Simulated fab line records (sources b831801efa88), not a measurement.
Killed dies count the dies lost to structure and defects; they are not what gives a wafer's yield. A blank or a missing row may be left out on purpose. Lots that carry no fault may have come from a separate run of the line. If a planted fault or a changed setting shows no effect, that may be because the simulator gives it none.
fab line records	flow sky130
[record] lots = 5	wafers = 15	lastDay = 50
route steps=708 shown LI_CONTACT@375 LOCAL_INTERCONNECT@387
lots with no fault: from the same line, run without faults
startH: start of the lot's first displayed wafer, in hours after the record's first day	waitH: hours from the lot's prior step to this one	" as in the row above	L1.1+2: one row covering several wafers at once	- no value, or no start was given	* or withheld: withheld	< > ~ a bound
route shown NAME@n: NAME is a module with steps in the file, n the number in the route of the first one	usual: the fault-free wafers' mean and standard deviation	same: alike in all rows	chamber/n: place in a boat	sites: the reading at each site	_std_site: standard deviation of those values	_edge_site: mean of outer sites minus mean of inner sites	radiusMm: for every site, how far away it sits from the centre of the wafer	mask NAME#n: copy n	behind: tool/chamber where the wafer was last shaped	hold: why the lot went on hold/how many hours it stayed there/how the hold came to an end	device: names the non-switching transistor (n, p or np)	end of line: at the end of the route, the tests of the same wafers	a step given without rows: its recipe and nothing more	killed: at the first sort, the dies lost to defects and structure; wafer yield is something else	map: dies across one wafer; x = killed, . = not, _ = none there
set.NAME: the run value of the setting; set.NAME@STEP: its run value at that earlier step	model.NAME: the simulator's own value behind a step, which no gauge read
lots at selected steps of the route; one table per step, one row per wafer
services: the hour from which a tool's chamber was out of use, counted from the record's first day as startH (under 0 if before that day), plus the number of hours and why
[[steps]]
[step SKY_LI_CONTACT_OVL_MEAS_13]
[usual] LI_CONTACT_OVL = 5/5.1
lot.wafer	tool	chamber	startH	waitH	LI_CONTACT_OVL[nm]
L467.2	overlay-01	-	693.00	0.1	16
L467.4	"	-	"	"	12
L467.6	"	-	"	"	14
L469.1	overlay-01	-	707.52	0.1	1
L469.3	"	-	"	"	0
L469.5	"	-	"	"	-1
L471.1	overlay-02	-	755.62	0.1	13
L471.2	"	-	"	"	2
L471.3	"	-	"	"	10
L475.3	overlay-01	-	767.51	0.1	14
L475.5	"	-	"	"	7
L475.6	"	-	"	"	9
L484.3	overlay-01	-	847.73	0.1	1
L484.4	"	-	"	"	2
L484.5	"	-	"	"	7
[step SKY_LI_CONTACT_ETCH_14]
[recipe] chemistry = N2/H2	target = BARC	ionEnergyEv = 200	sourceW = 500	biasW = 100	pressureMtorr = 30	n2FlowSccm = 100	h2FlowSccm = 200	stopOn = SiO2	timeS = 45.9	targetDepthA = 600
[usual] drypumpMotorCurrentA = 5.4/0.4	oesProductAu = 0.856/0.0049	throttleValvePct = 13.225/0.0091
lot.wafer	tool	chamber	startH	waitH	drypumpMotorCurrentA	oesProductAu	rfHoursCounterH	throttleValvePct
L467.2	rieDiel-02	1	693.03	0.0	5.4	0.857	2	13.232
L467.4	"	2	"	"	5.7	0.856	36	13.241
L467.6	"	1	"	"	5.4	0.861	-	13.219
L469.1	rieDiel-02	3	707.55	0.0	4.8	0.851	20	13.227
L469.3	"	1	"	"	5.4	0.849	2	13.225
L469.5	"	0	"	"	5.4	0.852	-	13.204
L471.1	rieDiel-02	3	755.65	0.0	4.8	0.853	21	13.221
L471.2	"	0	"	"	5.3	0.855	34	13.233
L471.3	"	1	"	"	5.5	0.849	3	13.214
L475.3	rieDiel-04	0	767.53	0.0	4.8	0.856	9	13.240
L475.5	"	3	"	"	5.2	0.855	-	13.232
L475.6	"	2	"	"	6.2	0.863	-	13.238
L484.3	rieDiel-02	0	847.75	0.0	5.3	0.850	1	13.227
L484.4	"	3	"	"	4.8	0.851	24	13.240
L484.5	"	1	"	"	5.4	0.852	-	13.228
[step SKY_LI_CONTACT_ETCH_15]
[recipe] target = PSG	chemistry = C4F8/O2/Ar	stopOn = Si	taperDeg = 4.15	maskMaterial = KrF-thick	sourceW = 1500	biasW = 1200	pressureMtorr = 40	c4f8FlowSccm = withheld	O2_flow_sccm = 6	Ar_flow_sccm = 300	timeS = withheld	targetDepthA = 6000
[usual] oesProductAu = 0.837/0.0052
lot.wafer	tool	chamber	startH	waitH	oesProductAu
L467.2	rieDiel-02	1	693.07	0.0	0.834
L467.4	"	2	"	"	0.831
L467.6	"	1	"	"	0.843
L469.1	rieDiel-02	3	707.60	0.0	0.835
L469.3	"	1	"	"	0.839
L469.5	"	0	"	"	0.837
L471.1	rieDiel-02	3	755.70	0.0	0.846
L471.2	"	0	"	"	0.837
L471.3	"	1	"	"	0.833
L475.3	rieDiel-04	0	767.57	0.0	0.838
L475.5	"	3	"	"	0.840
L475.6	"	2	"	"	0.829
L484.3	rieDiel-02	0	847.80	0.0	0.840
L484.4	"	3	"	"	0.833
L484.5	"	1	"	"	0.835
[step SKY_LI_CONTACT_STRIP_16]
[recipe] chemistry = O2/N2	powerW = 1400	pressureMtorr = 1500	platenTempC = withheld	o2FlowSccm = 3000	n2FlowSccm = 300	overashFraction = 0.5
[usual] drypumpMotorCurrentA = 5.33/0.24	oesProductAu = 0.373/0.005	stripTimeToEndpointS = 3.44/0.05
lot.wafer	tool	chamber	startH	waitH	drypumpMotorCurrentA	oesProductAu	rfHoursCounterH	stripTimeToEndpointS
L467.2	plasmaAsher-01	1	693.16	-	4.92	0.378	91	3.48
L467.4	"	0	"	"	5.57	0.380	-	3.48
L467.6	"	0	"	"	5.56	0.377	-	3.49
L469.1	plasmaAsher-03	0	707.68	-	5.66	0.373	100	3.36
L469.3	"	0	"	"	5.66	0.372	-	3.50
L469.5	"	0	"	"	5.66	0.367	-	3.41
L471.1	plasmaAsher-03	1	755.78	-	5.15	0.369	1	3.37
L471.2	"	0	"	"	5.66	0.373	1	3.40
L471.3	"	0	"	"	5.67	0.372	-	3.52
L475.3	plasmaAsher-02	1	767.69	-	5.21	0.382	-	3.40
L475.5	"	1	"	"	5.23	0.376	-	3.39
L475.6	"	0	"	"	5.44	0.368	-	3.40
L484.3	plasmaAsher-01	0	847.92	-	5.57	0.373	-	3.45
L484.4	"	1	"	"	4.91	0.360	-	3.43
L484.5	"	0	"	"	5.56	0.387	-	3.56
[step SKY_LI_CONTACT_CLEAN_17]
[recipe] chemistry = NMP	timeS = 600	tempC = 60	dry = n2Spin
[step SKY_LI_CONTACT_PRE_CLEAN_18]
[recipe] gas = Ar	timeS = 5.6	biasV = 358
[step SKY_LI_CONTACT_SPUTTER_19]
[recipe] material = Ti	targetThkNm = 20	chamberPressurePa = 5	powerW = 2500	substrateTempC = 200	timeS = 106.37
[step SKY_LI_CONTACT_SPUTTER_20]
[recipe] material = TiN	targetThkNm = 20	chamberPressurePa = 5	powerW = 4000	timeS = 80
[step SKY_LI_CONTACT_CVD_21]
[recipe] material = W	targetThkNm = 400	timeS = 120.56	tempC = 400	pressureTorr = 40
[usual] heaterPowerW = 822/90
lot.wafer	tool	chamber	startH	waitH	heaterPowerW
L467.2	cvdW-01	0	693.61	0.0	955
L467.4	"	0	"	"	935
L467.6	"	0	"	"	957
L469.1	cvdW-02	0	708.13	0.0	787
L469.3	"	0	"	"	808
L469.5	"	0	"	"	806
L471.1	cvdW-01	1	756.21	0.0	720
L471.2	"	0	"	"	936
L471.3	"	1	"	"	699
L475.3	cvdW-01	0	768.15	0.1	937
L475.5	"	0	"	"	959
L475.6	"	1	"	"	714
L484.3	cvdW-01	1	848.36	0.1	715
L484.4	"	0	"	"	957
L484.5	"	0	"	"	948
[step SKY_LI_CONTACT_RS_MEAS_22]
[recipe] thkMeasGauge = four-point-probe	reads = W_of_LI_CONTACT_CVD_21+TiN_of_LI_CONTACT_SPUTTER_20+Ti_of_LI_CONTACT_SPUTTER_19
[usual] LI_CONTACT_W_RS = 0.283/0.0043
lot.wafer	tool	chamber	startH	waitH	LI_CONTACT_W_RS[ohm/sq]
L467.2	filmMetro-01	-	693.75	0.1	0.279
L467.4	"	-	"	"	0.283
L467.6	"	-	"	"	0.282
L469.1	filmMetro-01	-	708.25	0.1	0.287
L469.3	"	-	"	"	0.291
L469.5	"	-	"	"	0.289
L471.1	filmMetro-03	-	756.34	0.1	0.278
L471.2	"	-	"	"	0.281
L471.3	"	-	"	"	0.278
L475.3	filmMetro-01	-	768.27	0.1	0.281
L475.5	"	-	"	"	0.280
L475.6	"	-	"	"	0.275
L484.3	filmMetro-03	-	848.48	0.1	0.282
L484.4	"	-	"	"	0.281
L484.5	"	-	"	"	0.279
[step SKY_LI_CONTACT_THK_MEAS_23]
[recipe] thkMeasGauge = xrf	reads = W_of_LI_CONTACT_CVD_21
[usual] LI_CONTACT_W_THK = 402/6.4
lot.wafer	tool	chamber	startH	waitH	LI_CONTACT_W_THK[nm]
L467.2	filmMetro-01	-	693.86	0.1	410
L467.4	"	-	"	"	400
L467.6	"	-	"	"	399
L469.1	filmMetro-01	-	708.37	0.1	397
L469.3	"	-	"	"	392
L469.5	"	-	"	"	394
L471.1	filmMetro-03	-	756.46	0.1	408
L471.2	"	-	"	"	403
L471.3	"	-	"	"	403
L475.3	filmMetro-01	-	768.37	0.1	407
L475.5	"	-	"	"	410
L475.6	"	-	"	"	417
L484.3	filmMetro-03	-	848.58	0.1	405
L484.4	"	-	"	"	403
L484.5	"	-	"	"	409
[step SKY_LI_CONTACT_CMP_24]
[recipe] stopOn = PSG	tOverpolishS = 20	downForcePsi = 3.5	platenRpm = 60	targetThkNm = 0	padVelocityMS = 0.94248
[step SKY_LOCAL_INTERCONNECT_SPUTTER_00]
[recipe] material = TiN	targetThkNm = 100	tempC = 300	powerW = 6500	timeS = 83.3	chamberPressurePa = 0.4
[usual] throttleValvePct = 29.8/1.1
lot.wafer	tool	chamber	startH	waitH	throttleValvePct	model.TiN_of_LOCAL_INTERCONNECT_SPUTTER_00.thkNm
L467.2	pvdSputter-02	-	694.21	0.2	30.3	103.1
L467.4	"	-	"	"	29.3	101.1
L467.6	"	-	"	"	30.4	102.6
L469.1	pvdSputter-01	-	708.73	0.1	30.0	100.3
L469.3	"	-	"	"	29.8	99.55
L469.5	"	-	"	"	29.7	100.3
L471.1	pvdSputter-01	-	757.07	0.2	30.0	100.3
L471.2	"	-	"	"	30.2	127.3
L471.3	"	-	"	"	30.4	101.6
L475.3	pvdSputter-04	-	768.72	0.1	29.2	98.9
L475.5	"	-	"	"	29.1	99.24
L475.6	"	-	"	"	29.3	98.59
L484.3	pvdSputter-04	-	849.09	0.1	27.7	98.24
L484.4	"	-	"	"	29.0	99.19
L484.5	"	-	"	"	28.9	99.8
[step SKY_LOCAL_INTERCONNECT_RS_MEAS_01]
[recipe] thkMeasGauge = four-point-probe	reads = TiN_of_LOCAL_INTERCONNECT_SPUTTER_00
[usual] LOCAL_INTERCONNECT_TIN_RS = 14.05/0.17
lot.wafer	tool	chamber	startH	waitH	LOCAL_INTERCONNECT_TIN_RS[ohm/sq]
L467.2	filmMetro-04	-	694.29	0.1	13.69
L467.4	"	-	"	"	13.94
L467.6	"	-	"	"	13.74
L469.1	filmMetro-01	-	708.80	0.0	14.12
L469.3	"	-	"	"	14.23
L469.5	"	-	"	"	14.09
L471.1	filmMetro-04	-	757.13	0.0	14.06
L471.2	"	-	"	"	10.97
L471.3	"	-	"	"	13.88
L475.3	filmMetro-01	-	768.83	0.1	14.28
L475.5	"	-	"	"	14.25
L475.6	"	-	"	"	14.35
L484.3	filmMetro-04	-	849.19	0.1	14.40
L484.4	"	-	"	"	14.25
L484.5	"	-	"	"	14.16
[step SKY_LOCAL_INTERCONNECT_THK_MEAS_02]
[recipe] thkMeasGauge = xrf	reads = TiN_of_LOCAL_INTERCONNECT_SPUTTER_00
[usual] LOCAL_INTERCONNECT_TIN_THK = 100.7/1.2
lot.wafer	tool	chamber	startH	waitH	LOCAL_INTERCONNECT_TIN_THK[nm]
L467.2	filmMetro-04	-	694.40	0.1	103.1
L467.4	"	-	"	"	101.2
L467.6	"	-	"	"	103.0
L469.1	filmMetro-01	-	708.92	0.1	100.4
L469.3	"	-	"	"	99.1
L469.5	"	-	"	"	100.5
L471.1	filmMetro-04	-	757.25	0.1	100.2
L471.2	"	-	"	"	127.4
L471.3	"	-	"	"	101.8
L475.3	filmMetro-01	-	768.93	0.1	98.4
L475.5	"	-	"	"	99.1
L475.6	"	-	"	"	98.5
L484.3	filmMetro-04	-	849.29	0.1	98.4
L484.4	"	-	"	"	99.5
L484.5	"	-	"	"	99.9
[step SKY_LOCAL_INTERCONNECT_DEHYDRATE_03]
[recipe] tempC = 200	timeS = 60
[step SKY_LOCAL_INTERCONNECT_HMDS_04]
[recipe] primeTimeS = 60	primeTempC = 120
[step SKY_LOCAL_INTERCONNECT_COAT_05]
[recipe] resist = BARC	tempC = withheld	timeS = withheld	spinRpm = 3000	resistThkNm = 60
[step SKY_LOCAL_INTERCONNECT_COAT_06]
[recipe] resist = KrF-thick	spinRpm = 3000	resistThkNm = 450
[step SKY_LOCAL_INTERCONNECT_SOFTBAKE_07]
[recipe] tempC = 100	timeS = 90	resist = KrF-thick
[step SKY_LOCAL_INTERCONNECT_EXPOSE_08]
[recipe] maskId = LI1M	na = 0.8	sourceShape = annular	sigmaInner = 0.55	sigmaOuter = 0.85	targetCdNm = 170	doseMj = 28
[step SKY_LOCAL_INTERCONNECT_PEB_09]
[recipe] pebTempC = withheld	pebTimeS = withheld	resist = KrF-thick
[step SKY_LOCAL_INTERCONNECT_DEVELOP_10]
[recipe] developTimeS = 60	resist = KrF-thick	devTempC = 21
[step SKY_LOCAL_INTERCONNECT_CD_MEAS_11]
[recipe] targetCdNm = 170
[usual] cdNm = 170.5/1.6
lot.wafer	tool	chamber	startH	waitH	cdNm
L467.2	cdSem-02	-	721.80	-	173.6
L467.4	"	-	"	"	173.7
L467.6	"	-	"	"	174.3
L469.1	cdSem-01	-	735.80	-	171.7
L469.3	"	-	"	"	170.9
L469.5	"	-	"	"	171.5
L471.1	cdSem-01	-	784.65	-	170.2
L471.2	"	-	"	"	170.7
L471.3	"	-	"	"	170.1
L475.3	cdSem-02	-	795.49	-	169.5
L475.5	"	-	"	"	166.3
L475.6	"	-	"	"	169.6
L484.3	cdSem-02	-	874.49	-	170.4
L484.4	"	-	"	"	170.9
L484.5	"	-	"	"	171.3
[step SKY_LOCAL_INTERCONNECT_OVL_MEAS_12]
[usual] LOCAL_INTERCONNECT_OVL = 3/5.9
lot.wafer	tool	chamber	startH	waitH	LOCAL_INTERCONNECT_OVL[nm]
L467.2	overlay-01	-	721.90	0.1	0
L467.4	"	-	"	"	6
L467.6	"	-	"	"	3
L469.1	overlay-02	-	735.92	0.1	-4
L469.3	"	-	"	"	-1
L469.5	"	-	"	"	-2
L471.1	overlay-02	-	784.77	0.1	-4
L471.2	"	-	"	"	7
L471.3	"	-	"	"	2
L475.3	overlay-01	-	795.59	0.1	0
L475.5	"	-	"	"	0
L475.6	"	-	"	"	-2
L484.3	overlay-02	-	874.58	0.1	9
L484.4	"	-	"	"	9
L484.5	"	-	"	"	7
[step SKY_LOCAL_INTERCONNECT_ETCH_13]
[recipe] chemistry = N2/H2	target = BARC	ionEnergyEv = 200	biasW = 100	pressureMtorr = 30	n2FlowSccm = 100	h2FlowSccm = 200	icpW = 500	stopOn = SiO2	timeS = 45.9	targetDepthA = 600
[usual] drypumpMotorCurrentA = 5.4/0.46	oesProductAu = 0.855/0.0046	throttleValvePct = 13.225/0.0083
lot.wafer	tool	chamber	startH	waitH	drypumpMotorCurrentA	oesProductAu	rfHoursCounterH	throttleValvePct
L467.2	rieMetal-01	0	721.93	0.0	4.7	0.848	2	13.228
L467.4	"	0	"	"	4.7	0.850	-	13.223
L467.6	"	0	"	"	4.7	0.856	-	13.232
L469.1	rieMetal-02	0	735.95	0.0	5.6	0.850	6	13.219
L469.3	"	0	"	"	5.6	0.851	-	13.227
L469.5	"	0	"	"	5.6	0.856	-	13.224
L471.1	rieMetal-04	1	784.80	0.0	6.3	0.858	14	13.230
L471.2	"	0	"	"	5.3	0.856	15	13.229
L471.3	"	0	"	"	5.3	0.862	-	13.223
L475.3	rieMetal-01	1	795.63	0.0	5.3	0.861	-	13.235
L475.5	"	1	"	"	5.3	0.852	-	13.231
L475.6	"	0	"	"	4.7	0.856	-	13.219
L484.3	rieMetal-01	1	874.63	0.0	5.3	0.862	-	13.221
L484.4	"	0	"	"	4.7	0.860	-	13.217
L484.5	"	1	"	"	5.3	0.856	-	13.218
[step SKY_LOCAL_INTERCONNECT_METAL_ETCH_14]
[recipe] targetDepthNm = 110	stopOn = PSG	chemistry = Cl2/BCl3	target = TiN	resistSidewallDeg = 88	pressureMtorr = 10	icpW = 900	biasW = 48.5	Cl2_flow_sccm = 60	bcl3FlowSccm = 30	timeS = 31.4
[usual] drypumpMotorCurrentA = 5.4/0.46	oesProductAu = 0.945/0.0077	throttleValvePct = 21.899/0.009
lot.wafer	tool	chamber	startH	waitH	drypumpMotorCurrentA	oesProductAu	rfHoursCounterH	throttleValvePct
L467.2	rieMetal-01	0	721.99	0.0	4.7	0.942	2	21.896
L467.4	"	0	"	"	4.7	0.952	-	21.882
L467.6	"	0	"	"	4.7	0.946	-	21.890
L469.1	rieMetal-02	0	736.08	0.1	5.6	0.946	6	21.912
L469.3	"	0	"	"	5.6	0.938	-	21.902
L469.5	"	0	"	"	5.6	0.943	-	21.907
L471.1	rieMetal-04	1	784.87	0.0	6.3	0.935	14	21.899
L471.2	"	0	"	"	5.3	0.992	15	21.893
L471.3	"	0	"	"	5.3	0.942	-	21.903
L475.3	rieMetal-01	1	795.69	0.0	5.3	0.935	-	21.900
L475.5	"	1	"	"	5.3	0.936	-	21.900
L475.6	"	0	"	"	4.6	0.936	-	21.920
L484.3	rieMetal-01	1	874.68	0.0	5.3	0.930	-	21.904
L484.4	"	0	"	"	4.7	0.928	-	21.902
L484.5	"	1	"	"	5.3	0.932	-	21.901
[step SKY_LOCAL_INTERCONNECT_STRIP_15]
[recipe] chemistry = O2/N2	powerW = 1400	pressureMtorr = 1500	platenTempC = withheld	o2FlowSccm = 3000	n2FlowSccm = 300	overashFraction = 0.5
[step SKY_LOCAL_INTERCONNECT_STRIP_16]
[recipe] chemistry = postEtchResidueRemover	timeS = 1200	tempC = 72.5
lot.wafer	tool	chamber	startH	waitH	model.TiN_of_LOCAL_INTERCONNECT_SPUTTER_00.thkNm
L467.2	wetBench-02	0	722.15	0.1	102.7
L467.4	"	0	"	"	100.6
L467.6	"	0	"	"	102.2
L469.1	wetBench-02	1	736.28	0.1	99.87
L469.3	"	1	"	"	99.14
L469.5	"	1	"	"	99.91
L471.1	wetBench-03	0	785.02	0.1	99.91
L471.2	"	0	"	"	126.9
L471.3	"	0	"	"	101.1
L475.3	wetBench-03	0	795.82	0.0	98.48
L475.5	"	0	"	"	98.82
L475.6	"	0	"	"	98.17
L484.3	wetBench-02	0	874.82	0.0	97.81
L484.4	"	0	"	"	98.76
L484.5	"	0	"	"	99.37
[step SKY_LOCAL_INTERCONNECT_CLEAN_17]
[recipe] chemistry = IPA	timeS = 180	tempC = 25
[[services]]
tool	chamber	startH	hours	kind
cvdW-02	-	677.33	2.8	pm
rieDiel-02	3	681.63	9.6	repair
rieDiel-04	1	701.69	6.6	repair
rieDiel-04	2	704.91	8.3	repair
rieDiel-02	2	712.88	19.9	repair
pvdSputter-04	-	718.09	1.4	repair
pvdSputter-01	-	725.76	3.8	repair
plasmaAsher-03	-	733.75	9.0	pm
rieMetal-04	1	741.73	2.8	repair
pvdSputter-01	-	745.01	1.6	repair
plasmaAsher-01	-	751.68	2.3	repair
pvdSputter-04	-	754.84	5.1	repair
rieDiel-02	2	773.23	-	clean
rieDiel-02	2	773.23	20.0	scheduledDown
rieDiel-02	2	773.23	20.0	ventCycle
pvdSputter-02	-	778.47	1.8	repair
rieDiel-02	0	793.27	-	clean
rieDiel-02	0	793.27	20.3	scheduledDown
rieDiel-02	0	793.27	20.3	ventCycle
rieDiel-04	0	819.41	6.5	repair
pvdSputter-01	-	825.82	1.7	repair
plasmaAsher-02	-	828.09	0.5	repair
rieDiel-02	3	855.66	-	clean
cvdW-02	0	857.65	3.9	repair
[[key]]
[firstSign] step = SKY_LOCAL_INTERCONNECT_RS_MEAS_01	reading = LOCAL_INTERCONNECT_TIN_RS	direction = down	sigmas = 18	usual = 14.05	struck = 10.97
[effect] step = SKY_LOCAL_INTERCONNECT_THK_MEAS_02	reading = LOCAL_INTERCONNECT_TIN_THK	direction = up	sigmas = 23	usual = 100.7	struck = 127.4
[effect] step = SKY_LOCAL_INTERCONNECT_METAL_ETCH_14	reading = oesProductAu	direction = up	sigmas = 6.2	usual = 0.945	struck = 0.992
[modelEffect] step = SKY_LOCAL_INTERCONNECT_SPUTTER_00	value = TiN_of_LOCAL_INTERCONNECT_SPUTTER_00.thkNm	without = 101	struck = 127.3
[modelEffect] step = SKY_LOCAL_INTERCONNECT_STRIP_16	value = TiN_of_LOCAL_INTERCONNECT_SPUTTER_00.thkNm	without = 100.6	struck = 126.9
metAt SKY_LOCAL_INTERCONNECT_SPUTTER_00
struckWafers L471.2
laterRowsLeftOut L471.2
sortLeftOut L471.2
testerLeftOut L471
onsetBetween 708.73 757.07
[fault] kind = processParameterDrift	tool = pvdSputter-01	chamber = -	onsetH = 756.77	steps = SKY_LOCAL_INTERCONNECT_SPUTTER_00	channel = timeS	offset = *	shape = step	endH = 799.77	actsIn = *	stated = *	scope = struckWafersOnly
// testerLeftOut: of these lots the tester's yield and bins aren't shown, on N5 and GAA mostly nor the transistor test; their killed dies are dies lost to structure and defects alone, not to doping, threshold or leakage, so they don't give the yield
// sortLeftOut: the simulated sort isn't trusted on such a fault, so these wafers' sort isn't shown, and their yield isn't known
// laterRowsLeftOut: the simulator's readings of these wafers behind a module that went badly wrong aren't trusted and aren't shown, but for the sort
